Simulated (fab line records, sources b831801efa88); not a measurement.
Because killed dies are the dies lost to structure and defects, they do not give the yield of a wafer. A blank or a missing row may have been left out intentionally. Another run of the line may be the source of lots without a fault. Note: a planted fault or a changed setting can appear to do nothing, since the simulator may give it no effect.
The tool behind it: which one?    flow gf180mcu    14 lots, 39 wafers sampled, at 3 steps of a route of 602

WHAT THE GAUGES SHOWED, per wafer
GF_STI_THK_MEAS_02. Usual: STI_OXIDATION_THK 10.08 nm, standard deviation 0.18.
lot   measured     on             STI_OXIDATION_THK (nm)  flag
L120  day 1 11:31  film_metro-01  9.83 9.80 9.88          
L121  day 1 16:47  film_metro-03  10.05 10.02 9.99        
L122  day 1 21:31  film_metro-03  10.18 10.05 10.08       
L123  day 2 02:31  film_metro-03  10.11 10.18 10.13       
L124  day 2 07:34  film_metro-01  10.38 10.07 10.15       
L127  day 2 23:01  film_metro-02  10.14                   
L129  day 3 08:59  film_metro-01  9.86 9.72               
L131  day 3 20:10  film_metro-02  10.07 10.11 10.10       
L132  day 3 23:31  film_metro-01  10.00 10.03 10.08       
L134  day 4 09:54  film_metro-03  9.67 9.86 9.78          
L137  day 5 00:31  film_metro-02  10.38 10.40 10.27       
L138  day 5 05:32  film_metro-02  10.00 9.98 10.05        
L140  day 5 15:31  film_metro-01  9.79 9.99 9.88          
L142  day 6 01:34  film_metro-01  10.32 10.16 10.29       

GF_POLY_GATE_OVL_MEAS_11. Usual: POLY_GATE_OVL -2 nm, standard deviation 4.5.
lot   measured      on          POLY_GATE_OVL (nm)  flag
L120  day 9 05:00   overlay-01  -2 0 3              
L121  day 9 10:20   overlay-01  -6 -2 -2            
L122  day 9 18:17   overlay-02  1 -3 -4             
L123  day 9 23:30   overlay-01  1 4 4               
L124  day 10 06:32  overlay-02  1 -4 -2             
L127  day 11 07:13  overlay-02  2                   
L129  day 11 20:47  overlay-01  -8 -9               
L131  day 12 13:24  overlay-01  0 3 8               
L132  day 12 17:14  overlay-01  0 -9 -3             
L134  day 13 06:52  overlay-01  -4 -1 -1            
L137  day 14 02:52  overlay-01  -8 2 0              
L138  day 14 10:34  overlay-01  -12 -9 -15          
L140  day 15 05:40  overlay-01  -9 -1 4             
L142  day 15 21:25  overlay-02  -2 5 -4             

WHICH TOOL RAN EACH LOT (tool, then ch and the chambers of the sampled wafers, then the start)
lot   GF_STI_ETCH_13
L120  rie_diel-02 ch 2,3, day 2 02:50
L121  rie_diel-02 ch 0,2,3, day 2 08:08
L122  rie_diel-02 ch 0,2, day 2 11:05
L123  rie_diel-01 ch 0,2,3, day 2 16:05
L124  rie_diel-01 ch 1,2,3, day 2 21:56
L127  rie_diel-01 ch 2, day 3 13:53
L129  rie_diel-01 ch 2,3, day 4 00:44
L131  rie_diel-02 ch 0,2, day 4 12:31
L132  rie_diel-02 ch 0,1, day 4 15:29
L134  rie_diel-03 ch 0,1, day 5 02:21
L137  rie_diel-02 ch 0,2,3, day 5 17:25
L138  rie_diel-02 ch 0,3, day 5 21:47
L140  rie_diel-03 ch 0,2, day 6 08:37
L142  rie_diel-02 ch 0,2,3, day 6 18:44
- GF_STI_ETCH_13: etches the open film in CHF3/O2, stops on Si, target depth 282.31 nm, time 112.9 s.

AS READ BY THE TOOLS THEMSELVES (means over the sampled wafers that have a number; for cases with no such wafer, the mark the record gives instead)
GF_STI_ETCH_13. Usual: bias_w 200.1 W, standard deviation 0.61; drypump_motor_current_A 5.8 A, standard deviation 0.3; oes_product_au 0.836 a.u., standard deviation 0.0071; throttle_valve_pct 8.811 %, standard deviation 0.0092.
lot   tool         bias_w (W)  drypump_motor_current_A (A)  oes_product_au (a.u.)  throttle_valve_pct (%)  flag
L120  rie_diel-02  200.3       6.0                          0.830                  8.815                   
L121  rie_diel-02  200.2       5.9                          0.839                  8.810                   
L122  rie_diel-02  199.9       5.9                          0.834                  8.807                   
L123  rie_diel-01  199.6       5.8                          0.834                  8.810                   
L124  rie_diel-01  200.0       5.6                          0.846                  8.810                   
L127  rie_diel-01  199.4       5.3                          0.827                  8.822                   
L129  rie_diel-01  200.2       5.5                          0.819                  8.809                   
L131  rie_diel-02  200.5       5.9                          0.837                  8.810                   
L132  rie_diel-02  200.3       6.1                          0.838                  8.812                   
L134  rie_diel-03  200.1       5.5                          0.834                  8.809                   
L137  rie_diel-02  200.0       6.0                          0.839                  8.809                   
L138  rie_diel-02  199.7       5.9                          0.829                  8.801                   
L140  rie_diel-03  200.1       5.5                          0.843                  8.817                   
L142  rie_diel-02  200.3       5.9                          0.846                  8.820                   

THE ANSWER, worked out from the rows above alone
Rule: take the mean of a lot's wafers that have a number; if it is more than 3 standard deviations from the usual mean, the lot is off. Also off: a lot with no number at a reading for which 4 or more lots have one. All remaining lots with rows at the step are treated as sound. First the gauges in route order, then the tools' own readings, where a lot's mean is used as printed above. The first step at which some lot is off is used, and at that step the reading that is off furthest; a lot without a number counts as furthest.
No lot is off on any of the readings shown, so nothing can be concluded from this.

WHAT THE SIMULATOR PUT IN
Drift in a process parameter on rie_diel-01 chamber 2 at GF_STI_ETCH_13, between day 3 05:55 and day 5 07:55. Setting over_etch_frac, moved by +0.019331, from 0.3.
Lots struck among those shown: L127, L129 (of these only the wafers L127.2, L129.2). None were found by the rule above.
